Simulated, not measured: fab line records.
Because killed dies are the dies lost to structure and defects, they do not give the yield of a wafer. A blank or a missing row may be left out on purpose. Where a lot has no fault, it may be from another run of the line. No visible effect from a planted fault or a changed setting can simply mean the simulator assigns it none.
Which tool is to blame? :: flow sky130 :: 12 lots, 36 wafers sampled, at 3 steps of a route of 708

## WHAT THE GAUGES READ, wafer by wafer
SKY_FIELD_ISO_THK_MEAS_02. Usual: FIELD_ISO_OXIDATION_00_THK 11.84 nm, standard deviation 0.24.
lot: L810
measured: day 1 12:00
on: film_metro-04
FIELD_ISO_OXIDATION_00_THK (nm): 11.23 11.39 11.35
flag: 

lot: L811
measured: day 1 17:04
on: film_metro-04
FIELD_ISO_OXIDATION_00_THK (nm): 11.65 11.87 11.79
flag: 

lot: L812
measured: day 1 23:32
on: film_metro-01
FIELD_ISO_OXIDATION_00_THK (nm): 11.62 11.54 11.40
flag: 

lot: L818
measured: day 3 04:07
on: film_metro-03
FIELD_ISO_OXIDATION_00_THK (nm): 11.84 11.97 11.99
flag: 

lot: L820
measured: day 3 19:58
on: film_metro-03
FIELD_ISO_OXIDATION_00_THK (nm): 11.83 11.79 11.97
flag: 

lot: L822
measured: day 4 01:28
on: film_metro-03
FIELD_ISO_OXIDATION_00_THK (nm): 11.93 11.86 11.92
flag: 

lot: L823
measured: day 4 05:45
on: film_metro-03
FIELD_ISO_OXIDATION_00_THK (nm): 11.81 12.02 11.79
flag: 

lot: L824
measured: day 4 12:04
on: film_metro-04
FIELD_ISO_OXIDATION_00_THK (nm): 12.29 12.04 11.88
flag: 

lot: L825
measured: day 4 19:22
on: film_metro-01
FIELD_ISO_OXIDATION_00_THK (nm): 11.98 12.02 11.99
flag: 

lot: L828
measured: day 5 14:16
on: film_metro-01
FIELD_ISO_OXIDATION_00_THK (nm): 12.15 12.07 11.96
flag: 

lot: L830
measured: day 5 19:07
on: film_metro-04
FIELD_ISO_OXIDATION_00_THK (nm): 11.54 11.68 11.57
flag: 

lot: L832
measured: day 6 01:38
on: film_metro-01
FIELD_ISO_OXIDATION_00_THK (nm): 12.12 12.22 12.09
flag: 

SKY_NWELL_THK_MEAS_02. Usual: NWELL_OXIDATION_THK 9.98 nm, standard deviation 0.22.
lot: L810
measured: day 2 13:11
on: film_metro-04
NWELL_OXIDATION_THK (nm): 10.17 9.98 9.94
flag: 

lot: L811
measured: day 2 16:46
on: film_metro-04
NWELL_OXIDATION_THK (nm): 9.81 9.77 9.77
flag: 

lot: L812
measured: day 3 00:01
on: film_metro-03
NWELL_OXIDATION_THK (nm): 9.69 9.79 9.65
flag: 

lot: L818
measured: day 4 16:19
on: film_metro-04
NWELL_OXIDATION_THK (nm): 9.87 9.83 9.95
flag: 

lot: L820
measured: day 5 07:27
on: film_metro-02
NWELL_OXIDATION_THK (nm): 9.72 9.82 9.71
flag: 

lot: L822
measured: day 5 18:17
on: film_metro-04
NWELL_OXIDATION_THK (nm): 10.48 10.41 10.22
flag: 

lot: L823
measured: day 5 18:17
on: film_metro-02
NWELL_OXIDATION_THK (nm): 10.02 9.99 9.94
flag: 

lot: L824
measured: day 6 00:02
on: film_metro-02
NWELL_OXIDATION_THK (nm): 10.36 10.34 10.36
flag: 

lot: L825
measured: day 6 01:31
on: film_metro-03
NWELL_OXIDATION_THK (nm): 9.76 9.70 9.66
flag: 

lot: L828
measured: day 6 18:51
on: film_metro-03
NWELL_OXIDATION_THK (nm): 10.18 10.23 10.09
flag: 

lot: L830
measured: day 7 00:13
on: film_metro-02
NWELL_OXIDATION_THK (nm): 9.73 9.66 9.66
flag: 

lot: L832
measured: day 7 06:54
on: film_metro-04
NWELL_OXIDATION_THK (nm): 10.14 10.27 10.14
flag: 

## TOOL THAT RAN EACH LOT (tool first, then ch and the chambers of the sampled wafers, then the start)
lot: L810
SKY_FIELD_ISO_CMP_27: cmp-01 ch 0,1,2, day 2 10:16

lot: L811
SKY_FIELD_ISO_CMP_27: cmp-02 ch 1,2,3, day 2 14:31

lot: L812
SKY_FIELD_ISO_CMP_27: cmp-01 ch 0,1,2, day 2 21:09

lot: L818
SKY_FIELD_ISO_CMP_27: cmp-02 ch 1,2,3, day 4 08:43

lot: L820
SKY_FIELD_ISO_CMP_27: cmp-01 ch 0,1,2, day 5 02:20

lot: L822
SKY_FIELD_ISO_CMP_27: cmp-01 ch 0,2,3, day 5 11:55

lot: L823
SKY_FIELD_ISO_CMP_27: cmp-02 ch 0,1,2, day 5 11:55

lot: L824
SKY_FIELD_ISO_CMP_27: cmp-02 ch 1,2, day 5 21:10

lot: L825
SKY_FIELD_ISO_CMP_27: cmp-02 ch 0,1,2, day 5 22:43

lot: L828
SKY_FIELD_ISO_CMP_27: cmp-02 ch 0,2,3, day 6 14:53

lot: L830
SKY_FIELD_ISO_CMP_27: cmp-02 ch 0,1,2, day 6 21:47

lot: L832
SKY_FIELD_ISO_CMP_27: cmp-02 ch 1,2,3, day 7 03:05
- SKY_FIELD_ISO_CMP_27: polishes, stops on Si3N4, t overpolish 16 s, target thk 457.8 nm.

## AS READ BY THE TOOLS THEMSELVES (means over the sampled wafers that have a number; for cases with no such wafer, the mark the record gives instead)
SKY_FIELD_ISO_CMP_27. Usual: motor_current_A 11.5 A, standard deviation 1.1; overpolish_run_s 15.998 s, standard deviation 0.009; platen_rpm 60.00 rpm, standard deviation 0.046; time_to_endpoint_s 111 s, standard deviation 4.1.
lot: L810
tool: cmp-01
motor_current_A (A): 12.4
overpolish_run_s (s): 15.996
platen_rpm (rpm): 60.04
time_to_endpoint_s (s): 111
flag: 

lot: L811
tool: cmp-02
motor_current_A (A): 11.0
overpolish_run_s (s): 16.003
platen_rpm (rpm): 59.99
time_to_endpoint_s (s): 116
flag: 

lot: L812
tool: cmp-01
motor_current_A (A): 12.4
overpolish_run_s (s): 15.997
platen_rpm (rpm): 60.01
time_to_endpoint_s (s): 115
flag: 

lot: L818
tool: cmp-02
motor_current_A (A): 11.1
overpolish_run_s (s): 15.998
platen_rpm (rpm): 59.97
time_to_endpoint_s (s): 107
flag: 

lot: L820
tool: cmp-01
motor_current_A (A): 12.4
overpolish_run_s (s): 15.997
platen_rpm (rpm): 60.00
time_to_endpoint_s (s): 62
flag: OFF

lot: L822
tool: cmp-01
motor_current_A (A): 12.2
overpolish_run_s (s): 16.005
platen_rpm (rpm): 60.04
time_to_endpoint_s (s): 61
flag: OFF

lot: L823
tool: cmp-02
motor_current_A (A): 11.0
overpolish_run_s (s): 15.997
platen_rpm (rpm): 59.99
time_to_endpoint_s (s): 107
flag: 

lot: L824
tool: cmp-02
motor_current_A (A): 11.4
overpolish_run_s (s): 16.002
platen_rpm (rpm): 59.94
time_to_endpoint_s (s): 106
flag: 

lot: L825
tool: cmp-02
motor_current_A (A): 10.9
overpolish_run_s (s): 15.997
platen_rpm (rpm): 60.01
time_to_endpoint_s (s): 110
flag: 

lot: L828
tool: cmp-02
motor_current_A (A): 10.6
overpolish_run_s (s): 16.001
platen_rpm (rpm): 60.07
time_to_endpoint_s (s): 111
flag: 

lot: L830
tool: cmp-02
motor_current_A (A): 10.6
overpolish_run_s (s): 16.002
platen_rpm (rpm): 60.03
time_to_endpoint_s (s): 109
flag: 

lot: L832
tool: cmp-02
motor_current_A (A): 10.9
overpolish_run_s (s): 15.992
platen_rpm (rpm): 59.95
time_to_endpoint_s (s): 109
flag: 

## THE ANSWER, worked out from the rows above alone
Rule: take the mean of a lot's wafers that have a number; if it is more than 3 standard deviations from the usual mean, the lot is off. A lot without any number at a reading at which 4 lots or more have one is off too. All remaining lots with rows at the step are treated as sound. First the gauges in route order, then the tools' own readings, where a lot's mean is used as printed above. At the first step where some lot is off, the reading lying furthest off is the one used; lots without a number count as furthest.
Off: L820, L822, at SKY_FIELD_ISO_CMP_27 (time_to_endpoint_s).
If a tool, at that step or one of the process steps before it, ran each lot that is off and ran no sound lot following the first of them, it fits. One fits: cmp-01 at SKY_FIELD_ISO_CMP_27. A fault onset in the window from L812 (day 2 21:09, its last sound lot) to L820 (day 5 02:20, its first lot off) fits.
The tool's own readings at SKY_FIELD_ISO_CMP_27 bear it out: on the lots that are off they differ by more than 5 times the standard deviation of the sound lots' means. time_to_endpoint_s reads 62 s there against 110 s on the sound lots.

## WHAT WAS PUT IN BY THE SIMULATOR
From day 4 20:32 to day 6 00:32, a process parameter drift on cmp-01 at SKY_FIELD_ISO_CMP_27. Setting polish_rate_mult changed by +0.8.
Lots struck among those shown: L820, L822. The rule above found the same.
